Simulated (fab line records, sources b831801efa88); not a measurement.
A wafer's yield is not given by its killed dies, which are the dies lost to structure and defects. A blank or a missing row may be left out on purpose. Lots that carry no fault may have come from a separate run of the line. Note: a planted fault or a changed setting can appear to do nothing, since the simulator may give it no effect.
fab line records | flow sky130
record: lots: 12 | wafers: 36 | lastDay: 49
route steps=708 shown VIA1@479 VIA2@522 METAL4@631 PAD_OPEN@708
lots that met no fault: from a run of the same line without faults
startH: the number of hours between the record's first day and the start of the first shown wafer of the lot | waitH: hours from the lot's prior step to this one | " repeats the value in the row above | L1.1+2: a single row standing in for several wafers | - no value, or no start was given | * or withheld: withheld | < > ~ a bound
route shown NAME@n: NAME is a module with steps in the file, n the number in the route of the first one | usual: mean/standard deviation of fault-free wafers | same: alike in all rows | chamber/n: place in a boat | sites: per-site readings | _std_site: the standard deviation of these | _edge_site: inner sites' mean taken away from outer sites' mean | radiusMm: for every site, how far away it sits from the centre of the wafer | mask NAME#n: copy n | behind: the most recent tool/chamber to have shaped the wafer | hold: reason for holding the lot/hours on hold/outcome of the hold | device: names the non-switching transistor (n, p or np) | end of line: at the end of the route, the tests of the same wafers | step lacking rows: just its recipe | killed: at the first sort, the dies lost to defects and structure; wafer yield is something else | map: a wafer's dies, x killed, . not, _ none there
set.NAME: setting as actually run; set.NAME@STEP: the setting as run at that earlier step | model.NAME: the simulator's own value behind a step, which no gauge read
one table for each step of the route and one row for each wafer, over a sample of lots
services: a tool's chamber out of use, with start hour (startH, from the record's first day; less than 0 if before it), hours out, and reason
== steps ==
step: SKY_VIA1_CVD_21
recipe: material: W | targetThkNm: 270 | timeS: 80.902 | tempC: 400 | pressureTorr: 40
usual: heaterPowerW: 842/96
lot.wafer | tool    | chamber | startH | waitH | heaterPowerW
L960.1    | cvdW-01 | 0       | 800.80 | 0.0   | 799
L960.4    | "       | 1       | "      | "     | 813
L960.6    | "       | 0       | "      | "     | 813
L961.4    | cvdW-02 | 0       | 807.36 | 0.1   | 728
L961.5    | "       | 0       | "      | "     | 759
L961.6    | "       | 1       | "      | "     | 1023
L962.1    | cvdW-01 | 0       | 811.52 | 0.0   | 807
L962.4    | "       | 1       | "      | "     | 819
L962.6    | "       | 1       | "      | "     | 826
L963.2    | cvdW-02 | 1       | 822.15 | 0.0   | 1028
L963.3    | "       | 0       | "      | "     | 751
L963.5    | "       | 1       | "      | "     | 1041
L965.4    | cvdW-01 | 1       | 843.07 | 0.1   | 827
L965.5    | "       | 0       | "      | "     | 805
L965.6    | "       | 1       | "      | "     | 831
L966.1    | cvdW-01 | 0       | 843.95 | 0.0   | 829
L966.4    | "       | 1       | "      | "     | 846
L966.5    | "       | 0       | "      | "     | 814
L964.2    | cvdW-02 | 1       | 845.40 | 0.0   | 1055
L964.5    | "       | 0       | "      | "     | 757
L964.6    | "       | 1       | "      | "     | 1031
L967.1    | cvdW-02 | 0       | 862.35 | 0.0   | 736
L967.2    | "       | 1       | "      | "     | 1035
L967.6    | "       | 1       | "      | "     | 1037
L968.1    | cvdW-01 | 1       | 873.71 | 0.0   | 830
L968.2    | "       | 0       | "      | "     | 813
L968.4    | "       | 1       | "      | "     | 834
L971.1    | cvdW-02 | 1       | 883.45 | 0.0   | 1055
L971.4    | "       | 0       | "      | "     | 755
L971.5    | "       | 1       | "      | "     | 1033
L974.2    | cvdW-01 | 0       | 909.13 | 0.0   | 810
L974.3    | "       | 0       | "      | "     | 834
L974.6    | "       | 0       | "      | "     | 800
L976.2    | cvdW-02 | 0       | 929.84 | 0.0   | 724
L976.4    | "       | 0       | "      | "     | 727
L976.6    | "       | 1       | "      | "     | 961
step: SKY_VIA2_ETCH_15
recipe: target: SiO2 | chemistry: C4F8/O2/Ar | targetDepthNm: 546 | stopOn: TiN | maskMaterial: KrF-thick | sourceW: 1500 | biasW: 1200 | pressureMtorr: 40 | c4f8FlowSccm: withheld | O2_flow_sccm: 6 | Ar_flow_sccm: 300 | timeS: 84
usual: oesProductAu: 0.940/0.0044
lot.wafer | tool       | chamber | startH | waitH | oesProductAu | rfHoursCounterH
L960.1    | rieDiel-04 | 2       | 855.46 | 0.0   | 0.943        | 12
L960.4    | "          | 0       | "      | "     | 0.939        | 4
L960.6    | "          | 3       | "      | "     | 0.936        | -
L961.4    | rieDiel-03 | 1       | 863.28 | 0.0   | 0.939        | 8
L961.5    | "          | 3       | "      | "     | 0.932        | -
L961.6    | "          | 0       | "      | "     | 0.946        | -
L962.1    | rieDiel-04 | 3       | 866.81 | 0.0   | 0.937        | 9
L962.4    | "          | 2       | "      | "     | 0.931        | 12
L962.6    | "          | 1       | "      | "     | 0.938        | -
L963.2    | rieDiel-04 | 1       | 876.69 | 0.0   | 0.945        | 4
L963.3    | "          | 3       | "      | "     | 0.941        | 9
L963.5    | "          | 2       | "      | "     | 0.939        | -
L965.4    | rieDiel-04 | 2       | 897.73 | 0.0   | 0.941        | 13
L965.5    | "          | 1       | "      | "     | 0.949        | -
L965.6    | "          | 0       | "      | "     | 0.944        | -
L966.1    | rieDiel-04 | 0       | 899.23 | 0.0   | 0.941        | 5
L966.4    | "          | 2       | "      | "     | 0.942        | 13
L966.5    | "          | 2       | "      | "     | 0.938        | -
L964.2    | rieDiel-01 | 2       | 899.88 | 0.0   | 0.942        | 1
L964.5    | "          | 1       | "      | "     | 0.946        | -
L964.6    | "          | 0       | "      | "     | 0.940        | -
L967.1    | rieDiel-01 | 0       | 917.23 | 0.0   | 0.942        | 21
L967.2    | "          | 3       | "      | "     | 0.950        | 3
L967.6    | "          | 0       | "      | "     | 0.941        | -
L968.1    | rieDiel-03 | 2       | 926.08 | 0.0   | 0.934        | 10
L968.2    | "          | 0       | "      | "     | 0.936        | 10
L968.4    | "          | 3       | "      | "     | 0.940        | -
L971.1    | rieDiel-03 | 0       | 936.22 | 0.0   | 0.938        | 10
L971.4    | "          | 1       | "      | "     | 0.940        | 10
L971.5    | "          | 0       | "      | "     | 0.938        | -
L974.2    | rieDiel-04 | 2       | 960.28 | 0.0   | 0.938        | 15
L974.3    | "          | 0       | "      | "     | 0.938        | 7
L974.6    | "          | 2       | "      | "     | 0.935        | -
L976.2    | rieDiel-03 | 1       | 980.64 | 0.0   | 0.941        | 11
L976.4    | "          | 0       | "      | "     | 0.932        | 11
L976.6    | "          | 0       | "      | "     | 0.936        | -
step: SKY_VIA2_RS_MEAS_22
recipe: thkMeasGauge: four-point-probe | reads: W_of_VIA2_CVD_21+TiN_of_VIA2_SPUTTER_20
usual: VIA2_W_RS: 0.274/0.0048
lot.wafer | tool         | chamber | startH | waitH | VIA2_W_RS[ohm/sq]
L960.1    | filmMetro-04 | -       | 856.31 | 0.1   | 0.276
L960.4    | "            | -       | "      | "     | 0.275
L960.6    | "            | -       | "      | "     | 0.274
L961.4    | filmMetro-03 | -       | 864.18 | 0.1   | 0.275
L961.5    | "            | -       | "      | "     | 0.272
L961.6    | "            | -       | "      | "     | 0.272
L962.1    | filmMetro-03 | -       | 867.66 | 0.1   | 0.269
L962.4    | "            | -       | "      | "     | 0.271
L962.6    | "            | -       | "      | "     | 0.270
L963.2    | filmMetro-04 | -       | 877.56 | 0.1   | 0.277
L963.3    | "            | -       | "      | "     | 0.273
L963.5    | "            | -       | "      | "     | 0.274
L965.4    | filmMetro-04 | -       | 898.63 | 0.1   | 0.269
L965.5    | "            | -       | "      | "     | 0.271
L965.6    | "            | -       | "      | "     | 0.275
L966.1    | filmMetro-03 | -       | 900.09 | 0.1   | 0.279
L966.4    | "            | -       | "      | "     | 0.277
L966.5    | "            | -       | "      | "     | 0.275
L964.2    | filmMetro-03 | -       | 900.76 | 0.1   | 0.270
L964.5    | "            | -       | "      | "     | 0.272
L964.6    | "            | -       | "      | "     | 0.268
L967.1    | filmMetro-03 | -       | 918.07 | 0.1   | 0.276
L967.2    | "            | -       | "      | "     | 0.278
L967.6    | "            | -       | "      | "     | 0.277
L968.1    | filmMetro-04 | -       | 926.93 | 0.1   | 0.275
L968.2    | "            | -       | "      | "     | 0.279
L968.4    | "            | -       | "      | "     | 0.276
L971.1    | filmMetro-03 | -       | 937.06 | 0.1   | 0.280
L971.4    | "            | -       | "      | "     | 0.279
L971.5    | "            | -       | "      | "     | 0.274
L974.2    | filmMetro-04 | -       | 961.18 | 0.1   | 0.283
L974.3    | "            | -       | "      | "     | 0.280
L974.6    | "            | -       | "      | "     | 0.283
L976.2    | filmMetro-03 | -       | 981.51 | 0.1   | 0.266
L976.4    | "            | -       | "      | "     | 0.268
L976.6    | "            | -       | "      | "     | 0.267
step: SKY_METAL4_DESCUM_15
recipe: chemistry: O2 | sourcePowerW: 150 | biasPowerW: 0 | pressureMtorr: 10 | tempC: 40 | timeS: 8
usual: drypumpMotorCurrentA: 6.05/0.27 | oesProductAu: 0.998/0.0086
same: biasPowerW: 0
lot.wafer | tool        | chamber | startH  | waitH | drypumpMotorCurrentA | oesProductAu | rfHoursCounterH
L960.1    | rieMetal-02 | 0       | 987.36  | 0.0   | 5.64                 | 0.996        | 11
L960.4    | "           | 0       | "       | "     | 5.64                 | 0.992        | -
L960.6    | "           | 0       | "       | "     | 5.64                 | 0.984        | -
L961.4    | rieMetal-03 | 1       | 994.05  | 0.0   | 6.10                 | 0.999        | -
L961.5    | "           | 0       | "       | "     | 6.20                 | 1.006        | -
L961.6    | "           | 1       | "       | "     | 6.12                 | 1.000        | -
L962.1    | rieMetal-03 | 0       | 998.09  | 0.0   | 6.19                 | 1.002        | 7
L962.4    | "           | 1       | "       | "     | 6.13                 | 0.986        | -
L962.6    | "           | 0       | "       | "     | 6.20                 | 0.988        | -
L963.2    | rieMetal-02 | 0       | 1005.65 | 0.0   | 5.69                 | 0.987        | 13
L963.3    | "           | 1       | "       | "     | 6.36                 | 1.015        | -
L963.5    | "           | 1       | "       | "     | 6.37                 | 1.006        | -
L965.4    | rieMetal-03 | 0       | 1025.12 | 0.0   | 6.17                 | 1.004        | -
L965.5    | "           | 0       | "       | "     | 6.19                 | 1.003        | -
L965.6    | "           | 1       | "       | "     | 6.11                 | 0.989        | -
L966.1    | rieMetal-02 | 1       | 1025.30 | 0.0   | 6.38                 | 0.995        | 8
L966.4    | "           | 1       | "       | "     | 6.36                 | 1.015        | -
L966.5    | "           | 1       | "       | "     | 6.36                 | 1.001        | -
L964.2    | rieMetal-03 | 1       | 1025.46 | 0.0   | 6.10                 | 0.993        | 3
L964.5    | "           | 0       | "       | "     | 6.19                 | 1.009        | -
L964.6    | "           | 1       | "       | "     | 6.11                 | 0.990        | -
L967.1    | rieMetal-03 | 1       | 1043.84 | 0.0   | 6.09                 | 0.995        | 4
L967.2    | "           | 0       | "       | "     | 6.19                 | 0.997        | 10
L967.6    | "           | 0       | "       | "     | 6.19                 | 0.999        | -
L968.1    | rieMetal-03 | 1       | 1051.11 | 0.0   | 6.08                 | 0.995        | 4
L968.2    | "           | 0       | "       | "     | 6.21                 | 1.012        | 11
L968.4    | "           | 1       | "       | "     | 6.11                 | 1.002        | -
L971.1    | rieMetal-02 | 0       | 1061.10 | 0.0   | 5.62                 | 0.980        | 16
L971.4    | "           | 1       | "       | "     | 6.36                 | 1.006        | -
L971.5    | "           | 1       | "       | "     | 6.36                 | 0.993        | -
L974.2    | rieMetal-02 | 0       | 1081.85 | 0.0   | 5.69                 | 0.996        | 17
L974.3    | "           | 1       | "       | "     | 6.38                 | 1.006        | -
L974.6    | "           | 1       | "       | "     | 6.38                 | 1.002        | -
L976.2    | rieMetal-02 | 0       | 1098.15 | 0.0   | 5.71                 | 1.001        | 18
L976.4    | "           | 0       | "       | "     | 5.69                 | 1.006        | -
L976.6    | "           | 0       | "       | "     | 5.67                 | 0.998        | -
step: SKY_PAD_OPEN_PROBE_99
usual: defectLimitedYield: 82.9/1.9 | killed_at_M0_to_M3: 42/6.3 | killed_at_M4_up: 2.8/1.9 | killedAtContacts: 23/5.3 | killedAtFrontEnd: 16/4.3 | killedAtOther: 0.2/0.51 | killedDies: 84/9.3 | killedOpen: 46/7.6 | killedShort: 38/6.3 | sort_bin_3_pad_short: 0.8/0.41 | sort_bin_5_function: 10.0/1.4 | sort_bin_6_memory: 6.2/1.1 | sort_bin_8_speed: 0.00/0.017 | sortNPass: 408/9.3 | sortYieldPct: 82.9/1.9
same: grossDies: 492 | killedAtBackSide: 0 | sort_bin_4_leakage[%]: 0
lot.wafer | tool      | chamber | startH  | waitH | defectLimitedYield[%] | killed_at_M0_to_M3 | killed_at_M4_up | killedAtContacts | killedAtFrontEnd | killedAtOther | killedDies | killedOpen | killedShort | sort_bin_3_pad_short[%] | sort_bin_5_function[%] | sort_bin_6_memory[%] | sort_bin_8_speed[%] | sortNPass | sortYieldPct[%]
L964.2    | prober-02 | -       | 1118.78 | 0.1   | 82.7                  | 55                 | 3               | 15               | 12               | 0             | 85         | 49         | 36          | 0.6                     | 11.8                   | 4.9                  | 0                   | 407       | 82.7
L964.5    | prober-02 | -       | 1118.93 | 0.2   | 80.5                  | 40                 | 2               | 33               | 20               | 1             | 96         | 58         | 38          | 1.0                     | 10.8                   | 7.7                  | 0                   | 396       | 80.5
L964.6    | prober-02 | -       | 1118.98 | 0.2   | 84.3                  | 44                 | 4               | 17               | 12               | 0             | 77         | 50         | 27          | 0.4                     | 7.7                    | 7.5                  | 0                   | 415       | 84.3
L971.1    | prober-01 | -       | 1147.57 | 0.1   | 79.9                  | 43                 | 5               | 22               | 29               | 0             | 99         | 54         | 45          | 0.4                     | 12.6                   | 7.1                  | 0                   | 393       | 79.9
L971.4    | prober-01 | -       | 1147.72 | 0.2   | 83.1                  | 51                 | 3               | 21               | 8                | 0             | 83         | 51         | 32          | 0.8                     | 9.3                    | 6.7                  | 0                   | 409       | 83.1
L971.5    | prober-01 | -       | 1147.77 | 0.2   | 83.7                  | 33                 | 5               | 25               | 17               | 0             | 80         | 38         | 42          | 0.8                     | 7.7                    | 7.7                  | 0                   | 412       | 83.7
L976.2    | prober-02 | -       | 1178.00 | 0.1   | 80.7                  | 54                 | 2               | 24               | 15               | 0             | 95         | 30         | 46          | 1.8                     | 9.8                    | 7.7                  | 0                   | 397       | 80.7
L976.4    | prober-02 | -       | 1178.10 | 0.2   | 77.2                  | 65                 | 1               | 26               | 20               | 0             | 112        | 47         | 46          | 2.0                     | 14.0                   | 6.7                  | 0                   | 380       | 77.2
L976.6    | prober-02 | -       | 1178.20 | 0.2   | 72.4                  | 73                 | 3               | 42               | 18               | 0             | 136        | 67         | 46          | 1.6                     | 16.9                   | 9.1                  | 0                   | 356       | 72.4
killed by level:class
L964.2 VIA1:geometricParticle:open=12 VIA3:geometricParticle:open=9 METAL2:geometricParticle:short=8 VIA1:geometricParticle:short=5 LI_CONTACT:geometricParticle:open=5 CONTACT:geometricParticle:open=5 VIA2:geometricParticle:open=5 FIELD_ISO:geometricParticle:open=4
L964.5 CONTACT:geometricParticle:open=13 VIA2:geometricParticle:open=12 VIA1:geometricParticle:open=8 POLY_GATE:geometricParticle:open=7 LI_CONTACT:geometricParticle:open=7 LI_CONTACT:geometricParticle:short=5 VIA3:geometricParticle:open=5 VIA1:geometricParticle:short=5
L964.6 VIA1:geometricParticle:open=16 VIA3:geometricParticle:open=7 CONTACT:geometricParticle:open=6 LI_CONTACT:geometricParticle:open=5 FIELD_ISO:geometricParticle:open=3 CONTACT:geometricParticle:short=3 METAL1:geometricParticle:short=3 METAL1:geometricParticle:open=3
L971.1 VIA1:geometricParticle:open=13 CONTACT:geometricParticle:open=9 FIELD_ISO:geometricParticle:open=7 POLY_GATE:geometricParticle:open=7 LI_CONTACT:geometricParticle:open=7 POLY_GATE:geometricParticle:short=6 VIA2:geometricParticle:short=6 VIA1:geometricParticle:short=5
L971.4 VIA1:geometricParticle:open=11 VIA3:geometricParticle:open=11 VIA2:geometricParticle:open=10 CONTACT:geometricParticle:short=7 CONTACT:geometricParticle:open=7 LI_CONTACT:geometricParticle:open=5 VIA1:geometricParticle:short=5 METAL1:geometricParticle:short=4
L971.5 FIELD_ISO:geometricParticle:short=9 CONTACT:geometricParticle:short=8 CONTACT:geometricParticle:open=7 FIELD_ISO:geometricParticle:open=6 VIA2:geometricParticle:open=6 VIA1:geometricParticle:open=6 METAL2:geometricParticle:short=6 LI_CONTACT:geometricParticle:open=4
L976.2 VIA1:unspecified=19 CONTACT:geometricParticle:short=9 METAL2:geometricParticle:short=8 FIELD_ISO:geometricParticle:short=7 METAL1:geometricParticle:short=7 CONTACT:geometricParticle:open=6 VIA1:geometricParticle:open=5 VIA3:geometricParticle:open=4
L976.4 VIA1:unspecified=19 VIA2:geometricParticle:open=11 CONTACT:geometricParticle:open=9 METAL2:geometricParticle:short=8 LI_CONTACT:geometricParticle:open=7 FIELD_ISO:geometricParticle:short=6 METAL1:geometricParticle:short=6 VIA1:geometricParticle:open=6
L976.6 VIA1:unspecified=23 CONTACT:geometricParticle:open=16 METAL1:geometricParticle:short=10 VIA1:geometricParticle:open=9 VIA2:geometricParticle:open=8 LI_CONTACT:geometricParticle:short=7 LOCAL_INTERCONNECT:geometricParticle:short=7 LI_CONTACT:geometricParticle:open=6
== services ==
tool        | chamber | startH  | hours | kind
rieDiel-04  | 3       | 795.76  | 5.6   | repair
rieDiel-01  | 0       | 804.24  | 1.6   | repair
rieMetal-03 | -       | 805.44  | 0.8   | repair
rieMetal-03 | -       | 867.09  | 0.2   | repair
rieDiel-04  | 0       | 868.14  | 13.9  | repair
cvdW-02     | 1       | 873.38  | 3.3   | repair
rieMetal-02 | 0       | 880.09  | 9.9   | repair
rieDiel-01  | 1       | 886.34  | 5.3   | repair
cvdW-02     | -       | 904.00  | 14.0  | pm
rieDiel-01  | 1       | 905.26  | 10.7  | repair
rieDiel-03  | 1       | 920.66  | 14.6  | repair
rieMetal-03 | -       | 948.42  | 2.8   | pm
rieMetal-02 | 1       | 982.77  | 17.3  | repair
rieDiel-03  | 0       | 994.86  | 4.3   | repair
cvdW-01     | -       | 1006.01 | 0.8   | repair
rieDiel-03  | 1       | 1009.36 | 32.2  | repair
rieDiel-03  | 3       | 1013.08 | 5.6   | repair
rieDiel-01  | 0       | 1015.36 | 3.1   | repair
rieDiel-01  | -       | 1021.14 | 14.6  | pm
rieMetal-02 | 0       | 1023.90 | 9.1   | repair
cvdW-02     | -       | 1044.65 | 0.3   | repair
rieDiel-01  | 3       | 1051.26 | 1.5   | repair
rieDiel-01  | 1       | 1070.44 | 3.9   | repair
rieDiel-01  | -       | 1085.67 | 25.3  | repair
== key ==
firstSign: step: SKY_PAD_OPEN_PROBE_99 | reading: killed_at_M0_to_M3 | direction: up | sigmas: 3.4 | usual: 42 | struck: 64
effect: step: SKY_PAD_OPEN_PROBE_99 | reading: defectLimitedYield | direction: down | sigmas: 3.3 | usual: 82.9 | struck: 76.8 | wafersMoved: 2
metAt SKY_VIA1_CVD_21
struckLots L976
notActingAt SKY_VIA2_ETCH_15,SKY_VIA2_RS_MEAS_22,SKY_METAL4_DESCUM_15
onsetBetween 883.45 929.84
alsoFits time
fault: kind: chamberParticleSource | tool: cvdW-02 | chamber: - | onsetH: 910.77 | steps: SKY_VIA1_CVD_21 | ratePerVisitCm2: 0.55742 | endH: 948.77
